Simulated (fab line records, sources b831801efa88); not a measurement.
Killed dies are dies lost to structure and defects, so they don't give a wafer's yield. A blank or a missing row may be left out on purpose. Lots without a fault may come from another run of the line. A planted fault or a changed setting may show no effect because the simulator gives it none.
fab line records | flow sky130
record lots=6 wafers=18 last_day=50
route steps=708 shown POLY_GATE@227 LDD_N@237 LDD_P@255 LDD_HVN@267 LDD_HVP@288 LDD_LDN@302 SD_P@331 RES_XHIGH@341
lots that met no fault: from a run of the same line without faults
start_h: hours from the record's first day to the start of the lot's first wafer shown | wait_h: hours since the lot's step before | " the same as in the row above | L1.1+2: a row that stands for several wafers | - no value, or no start given | * or withheld: withheld | < > ~ a bound
route shown NAME@n: a module of which the file shows steps, and the number in the route of the first | usual: mean/standard deviation of fault-free wafers | same: alike in all rows | chamber/n: place in a boat | sites: the reading at each site | _std_site: their standard deviation | _edge_site: outer sites' mean less inner sites' | radius_mm: how far each site lies from the wafer's centre | mask NAME#n: copy n | behind: the tool/chamber that last shaped the wafer | hold: why the lot was held/for how many hours/how that ended | device: the transistor (n, p or np) that didn't switch | end of line: the same wafers' tests at the end of the route | a step without rows: its recipe alone | killed: dies lost to structure and defects at the first sort, not the wafer's yield | map: a wafer's dies, x killed, . not, _ none there
set.NAME: the setting as run; set.NAME@STEP: as run at that earlier step | model.NAME: the simulator's own value behind a step, which no gauge read
lots at some steps of the route; a table a step, a row a wafer
services: from which hour (start_h, from the record's first day; less than 0 if before it) a tool's chamber was out of use, for how many hours, and why
## steps
# step SKY_POLY_GATE_CD_MEAS_13
# recipe target_cd_nm=150
# usual cd_nm=150.0/1.1
# columns lot.wafer tool chamber start_h wait_h cd_nm
L945.1 cd_sem-01 - 370.25 - 150.6
L945.2 " - " " 149.3
L945.6 " - " " 150.1
L952.2 cd_sem-02 - 442.36 - 151.0
L952.4 " - " " 149.0
L952.6 " - " " 150.7
L954.4 cd_sem-02 - 456.11 - 149.2
L954.5 " - " " 150.9
L954.6 " - " " 151.3
L960.1 cd_sem-01 - 512.79 - 149.8
L960.4 " - " " 148.7
L960.6 " - " " 150.3
L964.1 cd_sem-02 - 539.49 - 149.9
L964.4 " - " " 151.6
L964.6 " - " " 149.4
L966.2 cd_sem-01 - 561.71 - 147.8
L966.3 " - " " 149.3
L966.5 " - " " 149.3
# step SKY_POLY_GATE_OVL_MEAS_14
# usual POLY_GATE_OVL=3/5.9
# columns lot.wafer tool chamber start_h wait_h POLY_GATE_OVL[nm]
L945.1 overlay-02 - 370.37 0.1 18
L945.2 " - " " 14
L945.6 " - " " 16
L952.2 overlay-01 - 442.46 0.1 6
L952.4 " - " " 4
L952.6 " - " " 4
L954.4 overlay-02 - 456.19 0.1 1
L954.5 " - " " 1
L954.6 " - " " 5
L960.1 overlay-01 - 512.91 0.1 6
L960.4 " - " " -2
L960.6 " - " " -1
L964.1 overlay-02 - 539.61 0.1 13
L964.4 " - " " 4
L964.6 " - " " 5
L966.2 overlay-02 - 561.82 0.1 -5
L966.3 " - " " -7
L966.5 " - " " -2
# step SKY_POLY_GATE_ETCH_15
# recipe chemistry=N2/H2 target=BARC ion_energy_ev=200 source_w=500 bias_w=100 pressure_mtorr=30 n2_flow_sccm=100 h2_flow_sccm=200 stop_on=SiO2 time_s=118.5 target_depth_a=1100
# usual drypump_motor_current_A=5.6/0.44 n2_flow_sccm=100.03/0.29 oes_product_au=0.716/0.0045 throttle_valve_pct=13.214/0.0083
# columns lot.wafer tool chamber start_h wait_h drypump_motor_current_A n2_flow_sccm oes_product_au rf_hours_counter_h throttle_valve_pct
L945.1 rie_diel-02 2 370.41 0.0 5.2 99.88 0.719 6 13.209
L945.2 " 1 " " 6.0 99.57 0.717 6 13.227
L945.6 " 0 " " 5.0 99.77 0.715 - 13.220
L952.2 rie_diel-01 1 442.49 0.0 5.0 99.43 0.717 17 13.215
L952.4 " 2 " " 5.4 100.00 0.721 6 13.215
L952.6 " 3 " " 5.7 99.93 0.720 - 13.230
L954.4 rie_diel-04 1 456.25 0.1 6.2 99.92 0.716 - 13.197
L954.5 " 3 " " 5.8 100.20 0.720 - 13.212
L954.6 " 2 " " 6.1 99.74 0.710 - 13.204
L960.1 rie_diel-04 1 512.95 0.0 6.2 99.61 0.713 13 13.215
L960.4 " 2 " " 6.1 100.05 0.716 88 13.219
L960.6 " 3 " " 5.9 100.43 0.719 - 13.221
L964.1 rie_diel-02 1 539.65 0.0 6.0 99.67 0.716 9 13.217
L964.4 " 3 " " 6.0 99.66 0.721 16 13.213
L964.6 " 1 " " 6.0 99.69 0.717 - 13.211
L966.2 rie_diel-04 0 561.85 0.0 5.5 99.73 0.716 9 13.216
L966.3 " 3 " " 5.9 100.19 0.714 3 13.199
L966.5 " 1 " " 6.2 99.66 0.713 - 13.209
# step SKY_POLY_GATE_ETCH_16
# recipe stop_on=poly-Si chemistry=CH3F/O2 target=Si3N4 source_w=400 bias_w=80 pressure_mtorr=25 ch3f_flow_sccm=40 O2_flow_sccm=30 time_s=147.5 target_depth_a=750
# usual O2_flow_sccm=30.01/0.086 drypump_motor_current_A=5.6/0.44 oes_product_au=0.639/0.0051 throttle_valve_pct=10.535/0.0089
# columns lot.wafer tool chamber start_h wait_h O2_flow_sccm drypump_motor_current_A oes_product_au rf_hours_counter_h throttle_valve_pct
L945.1 rie_diel-02 2 370.49 0.0 30.11 5.2 0.633 6 10.535
L945.2 " 1 " " 29.92 6.0 0.648 6 10.547
L945.6 " 0 " " 30.05 5.0 0.642 - 10.544
L952.2 rie_diel-01 1 442.57 0.0 30.04 4.9 0.638 17 10.534
L952.4 " 2 " " 30.04 5.4 0.637 6 10.553
L952.6 " 3 " " 30.10 5.7 0.636 - 10.534
L954.4 rie_diel-04 1 456.34 0.0 29.85 6.2 0.628 - 10.542
L954.5 " 3 " " 30.02 5.8 0.632 - 10.525
L954.6 " 2 " " 30.07 6.1 0.621 - 10.531
L960.1 rie_diel-04 1 513.03 0.0 29.90 6.2 0.637 13 10.547
L960.4 " 2 " " 29.94 6.1 0.637 88 10.538
L960.6 " 3 " " 29.85 5.8 0.633 - 10.534
L964.1 rie_diel-02 1 539.73 0.0 30.01 6.0 0.634 9 10.541
L964.4 " 3 " " 30.01 6.0 0.641 16 10.540
L964.6 " 1 " " 30.12 6.0 0.636 - 10.531
L966.2 rie_diel-04 0 561.93 0.0 29.93 5.5 0.640 9 10.533
L966.3 " 3 " " 30.04 5.8 0.648 3 10.537
L966.5 " 1 " " 30.19 6.2 0.638 - 10.536
# step SKY_POLY_GATE_ETCH_17
# recipe target_depth_nm=180 stop_on=SiO2 over_etch_frac=0.56667 chemistry=HBr/Cl2 target=poly-Si icp_w=400 bias_w=100 pressure_mtorr=10 HBr_flow_sccm=150 Cl2_flow_sccm=50 time_s=70.5
# usual drypump_motor_current_A=5.8/0.37 oes_product_au=0.984/0.0084 throttle_valve_pct=33.683/0.0091
# columns lot.wafer tool chamber start_h wait_h drypump_motor_current_A oes_product_au rf_hours_counter_h throttle_valve_pct
L945.1 rie_si-02 2 370.59 0.0 5.1 1.004 2 33.682
L945.2 " 0 " " 6.4 0.979 4 33.680
L945.6 " 2 " " 5.1 0.996 - 33.683
L952.2 rie_si-01 3 442.67 0.0 5.6 0.974 3 33.681
L952.4 " 2 " " 5.6 0.978 5 33.698
L952.6 " 1 " " 6.1 0.974 - 33.678
L954.4 rie_si-01 3 456.39 0.0 5.6 0.978 3 33.692
L954.5 " 1 " " 6.1 0.981 - 33.682
L954.6 " 0 " " 6.1 0.986 - 33.685
L960.1 rie_si-01 1 513.13 0.0 6.2 0.990 2 33.682
L960.4 " 3 " " 5.6 0.984 3 33.686
L960.6 " 0 " " 6.1 0.993 - 33.680
L964.1 rie_si-01 2 539.83 0.0 5.6 0.988 6 33.688
L964.4 " 0 " " 6.1 0.985 43 33.693
L964.6 " 1 " " 6.1 0.982 - 33.683
L966.2 rie_si-01 1 562.03 0.0 6.1 0.977 2 33.686
L966.3 " 3 " " 5.6 0.975 3 33.695
L966.5 " 3 " " 5.6 0.968 - 33.694
# step SKY_POLY_GATE_STRIP_18
# recipe chemistry=O2/N2 power_w=1400 pressure_mtorr=1500 platen_temp_c=withheld o2_flow_sccm=3000 n2_flow_sccm=300 overash_fraction=0.5
# usual drypump_motor_current_A=5.5/0.42 n2_flow_sccm=300.0/0.72 oes_product_au=0.361/0.0046 strip_time_to_endpoint_s=3.17/0.035
# columns lot.wafer tool chamber start_h wait_h drypump_motor_current_A n2_flow_sccm oes_product_au rf_hours_counter_h strip_time_to_endpoint_s
L945.1 plasma_asher-02 0 370.64 0.0 5.2 299.8 0.362 63 3.12
L945.2 " 1 " " 5.0 299.3 0.360 63 3.19
L945.6 " 1 " " 5.0 300.1 0.363 - 3.13
L952.2 plasma_asher-03 0 442.73 0.0 5.7 299.6 0.359 64 3.20
L952.4 " 1 " " 6.2 299.4 0.361 - 3.14
L952.6 " 0 " " 5.6 299.5 0.364 - 3.21
L954.4 plasma_asher-03 1 456.48 0.1 6.2 300.1 0.358 - 3.19
L954.5 " 1 " " 6.2 299.6 0.357 - 3.17
L954.6 " 0 " " 5.7 300.4 0.365 - 3.13
L960.1 plasma_asher-02 1 513.19 0.0 5.0 301.1 0.361 78 3.20
L960.4 " 0 " " 5.2 299.8 0.366 - 3.18
L960.6 " 1 " " 5.0 300.9 0.363 - 3.20
L964.1 plasma_asher-01 0 539.89 0.0 5.8 299.8 0.367 37 3.19
L964.4 " 1 " " 5.6 299.8 0.359 - 3.15
L964.6 " 0 " " 5.8 299.1 0.365 - 3.21
L966.2 plasma_asher-01 1 562.09 0.0 5.6 300.3 0.359 40 3.21
L966.3 " 0 " " 5.8 299.6 0.365 - 3.25
L966.5 " 0 " " 5.8 299.4 0.357 - 3.24
# step SKY_POLY_GATE_CLEAN_19
# recipe chemistry=SC1/SC2 mix=1:4:20 temp_c=70 time_s=150 dry=n2_spin
# step SKY_POLY_GATE_OXIDATION_20
# recipe temp_c=850 ambient=O2 stabilise_s=600 purge_s=300 target_thk_a=40 ox_time_s=899
# step SKY_POLY_GATE_THK_MEAS_21
# recipe reads=SiO2_of_POLY_GATE_OXIDATION_20
# usual POLY_GATE_OXIDATION_THK=4.02/0.076
# columns lot.wafer tool chamber start_h wait_h POLY_GATE_OXIDATION_THK[nm]
L945.1 film_metro-01 - 375.55 0.0 3.93
L945.2 " - " " 3.96
L945.6 " - " " 4.09
L952.2 film_metro-02 - 446.54 0.0 4.02
L952.4 " - " " 3.91
L952.6 " - " " 3.93
L954.4 film_metro-02 - 458.88 0.1 3.96
L954.5 " - " " 4.02
L954.6 " - " " 4.00
L960.1 film_metro-02 - 515.50 0.0 3.97
L960.4 " - " " 4.02
L960.6 " - " " 4.01
L964.1 film_metro-03 - 541.29 0.0 3.92
L964.4 " - " " 4.03
L964.6 " - " " 4.04
L966.2 film_metro-01 - 563.50 0.0 4.11
L966.3 " - " " 4.09
L966.5 " - " " 4.17
# step SKY_POLY_GATE_CD_MEAS_22
# usual cd_nm=149.1/2.1
# columns lot.wafer tool chamber start_h wait_h cd_nm
L945.1 cd_sem-02 - 375.61 0.1 147.7
L945.2 " - " " 149.6
L945.6 " - " " 149.0
L952.2 cd_sem-02 - 446.62 0.1 148.6
L952.4 " - " " 147.3
L952.6 " - " " 148.2
L954.4 cd_sem-02 - 459.00 0.1 147.1
L954.5 " - " " 149.5
L954.6 " - " " 152.1
L960.1 cd_sem-02 - 515.56 0.1 146.1
L960.4 " - " " 149.5
L960.6 " - " " 147.6
L964.1 cd_sem-01 - 541.35 0.1 151.4
L964.4 " - " " 149.7
L964.6 " - " " 150.2
L966.2 cd_sem-02 - 563.57 0.1 146.6
L966.3 " - " " 149.6
L966.5 " - " " 147.8
# step SKY_LDD_N_DEHYDRATE_00
# recipe temp_c=200 time_s=60
# step SKY_LDD_N_HMDS_01
# recipe prime_time_s=60 prime_temp_c=120
# step SKY_LDD_N_COAT_02
# recipe resist=NOVOLAK spin_rpm=3000 resist_thk_nm=300
# usual chill_plate_temp_C=22.99/0.1 dispense_pressure_kPa=48/3.9
# columns lot.wafer tool chamber start_h wait_h chill_plate_temp_C dispense_pressure_kPa
L945.1 litho_track-03 0 389.82 0.1 23.06 51
L945.2 " 0 " " 22.98 51
L945.6 " 0 " " 22.99 51
L952.2 litho_track-03 - 461.29 0.1 - -
L952.4 " - " " - -
L952.6 " - " " - -
L954.4 litho_track-03 - 473.39 0.1 - -
L954.5 " - " " - -
L954.6 " - " " - -
L960.1 litho_track-02 0 529.59 0.1 22.94 51
L960.4 " 0 " " 22.82 51
L960.6 " 0 " " 22.90 51
L964.1 litho_track-01 0 556.13 0.1 22.88 43
L964.4 " 0 " " 23.00 43
L964.6 " 0 " " 23.04 43
L966.2 litho_track-01 0 579.16 0.1 22.91 43
L966.3 " 0 " " 22.93 43
L966.5 " 0 " " 22.92 43
# step SKY_LDD_N_SOFTBAKE_03
# recipe temp_c=90 time_s=60 resist=NOVOLAK
# step SKY_LDD_N_EXPOSE_04
# recipe mask_id=NTM target_cd_nm=840 na=0.6 source_shape=conventional sigma_outer=0.6 dose_mj=110
# step SKY_LDD_N_PEB_05
# recipe temp_c=withheld time_s=* resist=NOVOLAK
# step SKY_LDD_N_DEVELOP_06
# recipe develop_time_s=60 dev_temp_c=23
# step SKY_LDD_N_OVL_MEAS_07
# usual LDD_N_OVL=0.4/1.7
# columns lot.wafer tool chamber start_h wait_h LDD_N_OVL[nm]
L945.1 overlay-01 - 402.49 0.1 1.6
L945.2 " - " " -0.2
L945.6 " - " " 2.6
L952.2 overlay-01 - 476.47 0.1 -
L952.4 " - " " -
L952.6 " - " " -
L954.4 overlay-02 - 488.56 0.1 -
L954.5 " - " " -
L954.6 " - " " -
L960.1 overlay-01 - 546.58 0.1 -2.2
L960.4 " - " " -0.7
L960.6 " - " " -1.3
L964.1 overlay-02 - 571.09 0.1 1.0
L964.4 " - " " 0.5
L964.6 " - " " 1.0
L966.2 overlay-01 - 592.80 0.1 0.8
L966.3 " - " " 1.0
L966.5 " - " " 0.5
# step SKY_LDD_N_IMPLANT_08
# recipe species=As energy_kev=20 dose_cm2=7.5e+13 tilt_deg=withheld rotation_deg=23
# step SKY_LDD_N_IMPLANT_09
# recipe species=As energy_kev=20 dose_cm2=7.5e+13 tilt_deg=withheld rotation_deg=113
# step SKY_LDD_N_IMPLANT_10
# recipe species=As energy_kev=20 dose_cm2=7.5e+13 tilt_deg=withheld rotation_deg=203
# step SKY_LDD_N_IMPLANT_11
# recipe species=As energy_kev=20 dose_cm2=7.5e+13 tilt_deg=withheld rotation_deg=293
# step SKY_LDD_N_IMPLANT_12
# recipe species=BF2 energy_kev=50 dose_cm2=5e+12 tilt_deg=30 rotation_deg=0
# step SKY_LDD_N_IMPLANT_13
# recipe species=BF2 energy_kev=50 dose_cm2=5e+12 tilt_deg=30 rotation_deg=90
# step SKY_LDD_N_IMPLANT_14
# recipe species=BF2 energy_kev=50 dose_cm2=5e+12 tilt_deg=30 rotation_deg=180
# step SKY_LDD_N_IMPLANT_15
# recipe species=BF2 energy_kev=50 dose_cm2=5e+12 tilt_deg=30 rotation_deg=270
# step SKY_LDD_N_STRIP_16
# recipe chemistry=O2/N2 power_w=1400 pressure_mtorr=1500 platen_temp_c=withheld o2_flow_sccm=3000 n2_flow_sccm=300 overash_fraction=0.5
# usual drypump_motor_current_A=5.5/0.56 n2_flow_sccm=300.0/0.93 oes_product_au=0.407/0.0044 strip_time_to_endpoint_s=4.308/0.015
# columns lot.wafer tool chamber start_h wait_h drypump_motor_current_A n2_flow_sccm oes_product_au rf_hours_counter_h strip_time_to_endpoint_s
L945.1 plasma_asher-04 0 403.73 0.1 6.3 299.3 0.407 73 4.330
L945.2 " 1 " " 4.8 299.9 0.404 73 4.353
L945.6 " 0 " " 6.3 299.4 0.412 - 4.319
L952.2 plasma_asher-01 1 477.70 0.1 5.7 299.1 - 31 -
L952.4 " 0 " " 5.8 301.4 - - -
L952.6 " 0 " " 5.8 299.3 - - -
L954.4 plasma_asher-04 1 489.81 0.1 4.9 298.7 - - -
L954.5 " 0 " " 6.3 300.4 - - -
L954.6 " 1 " " 4.8 299.7 - - -
L960.1 plasma_asher-01 0 547.82 0.1 5.8 299.4 0.405 38 4.305
L960.4 " 1 " " 5.6 300.3 0.412 - 4.315
L960.6 " 1 " " 5.6 300.0 0.409 - 4.305
L964.1 plasma_asher-04 0 572.33 0.1 6.3 298.5 0.414 16 4.296
L964.4 " 0 " " 6.4 299.9 0.404 - 4.293
L964.6 " 0 " " 6.3 298.6 0.400 - 4.297
L966.2 plasma_asher-02 0 594.03 0.1 5.2 299.6 0.412 87 4.300
L966.3 " 1 " " 4.9 300.3 0.400 - 4.320
L966.5 " 1 " " 4.9 298.4 0.403 - 4.307
# step SKY_LDD_N_TW_MEAS_17
# usual LDD_N_TW=2587/33
# columns lot.wafer tool chamber start_h wait_h LDD_N_TW
L945.1 film_metro-04 - 403.83 0.1 2646
L945.2 " - " " 2644
L945.6 " - " " 2638
L952.2 film_metro-02 - 477.81 0.1 2536
L952.4 " - " " 2557
L952.6 " - " " 2554
L954.4 film_metro-02 - 489.91 0.1 2554
L954.5 " - " " 2543
L954.6 " - " " 2551
L960.1 film_metro-04 - 547.92 0.1 2634
L960.4 " - " " 2632
L960.6 " - " " 2629
L964.1 film_metro-04 - 572.43 0.1 2632
L964.4 " - " " 2626
L964.6 " - " " 2627
L966.2 film_metro-02 - 594.14 0.1 2566
L966.3 " - " " 2550
L966.5 " - " " 2559
# step SKY_LDD_P_DEHYDRATE_00
# recipe temp_c=200 time_s=60
# step SKY_LDD_P_HMDS_01
# recipe prime_time_s=60 prime_temp_c=120
# step SKY_LDD_P_COAT_02
# recipe resist=NOVOLAK spin_rpm=3000 resist_thk_nm=1140
# step SKY_LDD_P_SOFTBAKE_03
# recipe temp_c=90 time_s=60 resist=NOVOLAK
# step SKY_LDD_P_EXPOSE_04
# recipe mask_id=PSDM na=0.6 source_shape=conventional sigma_outer=0.6 polarization=unpolarized target_cd_nm=380 dose_mj=138
# step SKY_LDD_P_PEB_05
# recipe temp_c=withheld time_s=* resist=NOVOLAK
# step SKY_LDD_P_DEVELOP_06
# recipe resist=NOVOLAK developer=TMAH develop_time_s=60 dev_temp_c=23
# step SKY_LDD_P_CD_MEAS_07
# recipe target_cd_nm=380
# usual cd_nm=379.1/2.2
# columns lot.wafer tool chamber start_h wait_h cd_nm
L945.1 cd_sem-01 - 433.00 0.1 380.8
L945.2 " - " " 380.4
L945.6 " - " " 380.0
L952.2 cd_sem-02 - 507.97 0.1 380.2
L952.4 " - " " 379.6
L952.6 " - " " 379.5
L954.4 cd_sem-01 - 519.73 0.1 376.5
L954.5 " - " " 376.6
L954.6 " - " " 378.1
L960.1 cd_sem-01 - 577.75 0.1 377.4
L960.4 " - " " 376.3
L960.6 " - " " 378.3
L964.1 cd_sem-02 - 601.00 0.1 377.7
L964.4 " - " " 378.5
L964.6 " - " " 376.4
L966.2 cd_sem-01 - 622.57 0.1 383.7
L966.3 " - " " 383.8
L966.5 " - " " 379.7
# step SKY_LDD_P_OVL_MEAS_08
# usual LDD_P_OVL=1.1/1.2
# columns lot.wafer tool chamber start_h wait_h LDD_P_OVL[nm]
L945.1 overlay-02 - 433.12 0.1 1.8
L945.2 " - " " 0.9
L945.6 " - " " -0.8
L952.2 overlay-01 - 508.07 0.1 0.8
L952.4 " - " " 0.3
L952.6 " - " " -1.6
L954.4 overlay-01 - 519.81 0.1 -0.8
L954.5 " - " " 0.6
L954.6 " - " " 0.0
L960.1 overlay-02 - 577.87 0.1 3.8
L960.4 " - " " 2.3
L960.6 " - " " 2.3
L964.1 overlay-01 - 601.12 0.1 1.5
L964.4 " - " " 1.0
L964.6 " - " " 2.8
L966.2 overlay-02 - 622.67 0.1 1.4
L966.3 " - " " 0.8
L966.5 " - " " 0.6
# step SKY_LDD_P_IMPLANT_09
# recipe species=BF2 energy_kev=25 dose_cm2=1e+13 tilt_deg=withheld
# step SKY_LDD_P_STRIP_10
# recipe chemistry=O2/N2 power_w=1400 pressure_mtorr=1500 platen_temp_c=withheld o2_flow_sccm=3000 n2_flow_sccm=300 overash_fraction=0.5
# step SKY_LDD_P_TW_MEAS_11
# usual LDD_P_TW=639/6.9
# columns lot.wafer tool chamber start_h wait_h LDD_P_TW
L945.1 film_metro-01 - 433.41 0.1 650
L945.2 " - " " 650
L945.6 " - " " 650
L952.2 film_metro-03 - 508.36 0.1 2577
L952.4 " - " " 2596
L952.6 " - " " 2591
L954.4 film_metro-04 - 520.10 0.1 2642
L954.5 " - " " 2634
L954.6 " - " " 2634
L960.1 film_metro-03 - 578.15 0.1 634
L960.4 " - " " 635
L960.6 " - " " 634
L964.1 film_metro-03 - 601.40 0.1 638
L964.4 " - " " 640
L964.6 " - " " 634
L966.2 film_metro-01 - 622.96 0.1 640
L966.3 " - " " 644
L966.5 " - " " 646
# step SKY_LDD_HVN_DEHYDRATE_00
# recipe temp_c=200 time_s=60
# step SKY_LDD_HVN_HMDS_01
# recipe prime_time_s=60 prime_temp_c=120
# step SKY_LDD_HVN_TW_MEAS_10
# usual LDD_HVN_TW=1436/12
# columns lot.wafer tool chamber start_h wait_h LDD_HVN_TW
L945.1 film_metro-01 - 464.10 0.1 1451
L945.2 " - " " 1448
L945.6 " - " " 1450
L952.2 film_metro-01 - 538.64 0.1 2730
L952.4 " - " " 2740
L952.6 " - " " 2702
L954.4 film_metro-02 - 550.76 0.1 2685
L954.5 " - " " 2659
L954.6 " - " " 2680
L960.1 film_metro-03 - 607.15 0.1 1448
L960.4 " - " " 1440
L960.6 " - " " 1440
L964.1 film_metro-01 - 629.85 0.1 1448
L964.4 " - " " 1454
L964.6 " - " " 1458
L966.2 film_metro-01 - 651.94 0.1 1441
L966.3 " - " " 1446
L966.5 " - " " 1453
# step SKY_LDD_HVP_TW_MEAS_10
# usual LDD_HVP_TW=458/5
# columns lot.wafer tool chamber start_h wait_h LDD_HVP_TW
L945.1 film_metro-04 - 494.47 0.1 464
L945.2 " - " " 464
L945.6 " - " " 463
L952.2 film_metro-01 - 569.24 0.1 2611
L952.4 " - " " 2611
L952.6 " - " " 2623
L954.4 film_metro-01 - 580.71 0.1 2618
L954.5 " - " " 2624
L954.6 " - " " 2629
L960.1 film_metro-02 - 635.68 0.1 453
L960.4 " - " " 454
L960.6 " - " " 454
L964.1 film_metro-02 - 658.33 0.1 450
L964.4 " - " " 451
L964.6 " - " " 452
L966.2 film_metro-02 - 680.04 0.1 452
L966.3 " - " " 452
L966.5 " - " " 453
# step SKY_LDD_LDN_TW_MEAS_13
# usual LDD_LDN_TW=1479/15
# columns lot.wafer tool chamber start_h wait_h LDD_LDN_TW
L945.1 film_metro-02 - 525.95 0.1 1463
L945.2 " - " " 1466
L945.6 " - " " 1457
L952.2 film_metro-02 - 599.21 0.1 2615
L952.4 " - " " 2619
L952.6 " - " " 2607
L954.4 film_metro-03 - 610.01 0.1 2643
L954.5 " - " " 2628
L954.6 " - " " 2631
L960.1 film_metro-04 - 664.83 0.1 1504
L960.4 " - " " 1495
L960.6 " - " " 1507
L964.1 film_metro-04 - 687.35 0.1 1489
L964.4 " - " " 1489
L964.6 " - " " 1489
L966.2 film_metro-04 - 708.96 0.1 1493
L966.3 " - " " 1491
L966.5 " - " " 1500
# step SKY_SD_P_TW_MEAS_11
# usual SD_P_TW=2823/29
# columns lot.wafer tool chamber start_h wait_h SD_P_TW
L945.1 film_metro-03 - 587.65 0.1 2819
L945.2 " - " " 2830
L945.6 " - " " 2829
L952.2 film_metro-02 - 657.56 0.1 2981
L952.4 " - " " 2991
L952.6 " - " " 3003
L954.4 film_metro-01 - 671.63 0.1 3066
L954.5 " - " " 3048
L954.6 " - " " 3064
L960.1 film_metro-03 - 723.42 0.1 2797
L960.4 " - " " 2809
L960.6 " - " " 2792
L964.1 film_metro-03 - 745.76 0.1 2793
L964.4 " - " " 2794
L964.6 " - " " 2797
L966.2 film_metro-01 - 767.23 0.1 2850
L966.3 " - " " 2840
L966.5 " - " " 2858
# step SKY_RES_XHIGH_TW_MEAS_09
# usual RES_XHIGH_TW=1636/14
# columns lot.wafer tool chamber start_h wait_h RES_XHIGH_TW
L945.1 film_metro-03 - 616.28 0.1 1645
L945.2 " - " " 1637
L945.6 " - " " 1641
L952.2 film_metro-03 - 686.11 0.1 2658
L952.4 " - " " 2647
L952.6 " - " " 2675
L954.4 film_metro-02 - 698.97 0.1 2638
L954.5 " - " " 2639
L954.6 " - " " 2638
L960.1 film_metro-02 - 751.23 0.1 1617
L960.4 " - " " 1618
L960.6 " - " " 1627
L964.1 film_metro-01 - 772.90 0.1 1671
L964.4 " - " " 1668
L964.6 " - " " 1658
L966.2 film_metro-03 - 794.45 0.1 1641
L966.3 " - " " 1641
L966.5 " - " " 1638
## services
# columns tool chamber start_h hours kind
rie_diel-04 3 350.49 9.2 repair
plasma_asher-02 - 354.79 15.6 pm
rie_diel-01 - 367.09 28.1 pm
rie_si-01 3 396.55 8.2 repair
plasma_asher-04 - 404.28 1.1 repair
rie_diel-02 0 405.82 5.5 repair
rie_diel-04 3 407.66 7.9 repair
rie_si-01 1 413.72 21.1 repair
rie_si-01 2 419.83 6.8 repair
plasma_asher-04 - 421.25 9.0 pm
rie_diel-02 - 433.04 0.7 repair
rie_diel-04 0 446.55 10.1 repair
plasma_asher-01 - 451.72 25.9 repair
plasma_asher-03 - 459.58 5.8 repair
rie_si-02 - 475.28 14.6 pm
plasma_asher-04 - 475.77 2.8 pm
rie_diel-01 3 482.51 4.1 repair
rie_diel-04 2 489.63 2.4 repair
rie_si-01 - 489.88 4.3 pm
rie_si-01 - 530.55 0.5 repair
rie_diel-02 - 547.30 2.8 pm
rie_diel-01 1 548.90 4.2 repair
rie_diel-01 2 589.46 9.2 repair
rie_diel-04 - 592.18 1.5 repair
## key
first_sign step=SKY_LDD_N_COAT_02 reading=tool_record direction=missing
effect step=SKY_LDD_N_OVL_MEAS_07 reading=LDD_N_OVL direction=missing
effect step=SKY_LDD_P_TW_MEAS_11 reading=LDD_P_TW direction=up sigmas=99+ usual=639 struck=2612
effect step=SKY_LDD_HVN_TW_MEAS_10 reading=LDD_HVN_TW direction=up sigmas=99+ usual=1436 struck=2699
effect step=SKY_LDD_HVP_TW_MEAS_10 reading=LDD_HVP_TW direction=up sigmas=99+ usual=458 struck=2619
effect step=SKY_LDD_LDN_TW_MEAS_13 reading=LDD_LDN_TW direction=up sigmas=74 usual=1479 struck=2624
effect step=SKY_SD_P_TW_MEAS_11 reading=SD_P_TW direction=up sigmas=6.9 usual=2823 struck=3025
effect step=SKY_RES_XHIGH_TW_MEAS_09 reading=RES_XHIGH_TW direction=up sigmas=71 usual=1636 struck=2649
met_at SKY_LDD_N_COAT_02
struck_wafers L952.2,L952.4,L952.6,L954.4,L954.5,L954.6
sort_left_out L952.2,L952.4,L952.6,L954.4,L954.5,L954.6
tester_left_out L952,L954
onset_between 389.82 461.29
fault kind=skipped_step_whole tool=litho_track-03 chamber=- onset_h=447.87 steps=SKY_LDD_N_COAT_02 scope=struck_lots_only
# tester_left_out: of these lots the tester's yield and bins aren't shown, on N5 and GAA mostly nor the transistor test; their killed dies are dies lost to structure and defects alone, not to doping, threshold or leakage, so they don't give the yield
# sort_left_out: the simulated sort isn't trusted on such a fault, so these wafers' sort isn't shown, and their yield isn't known
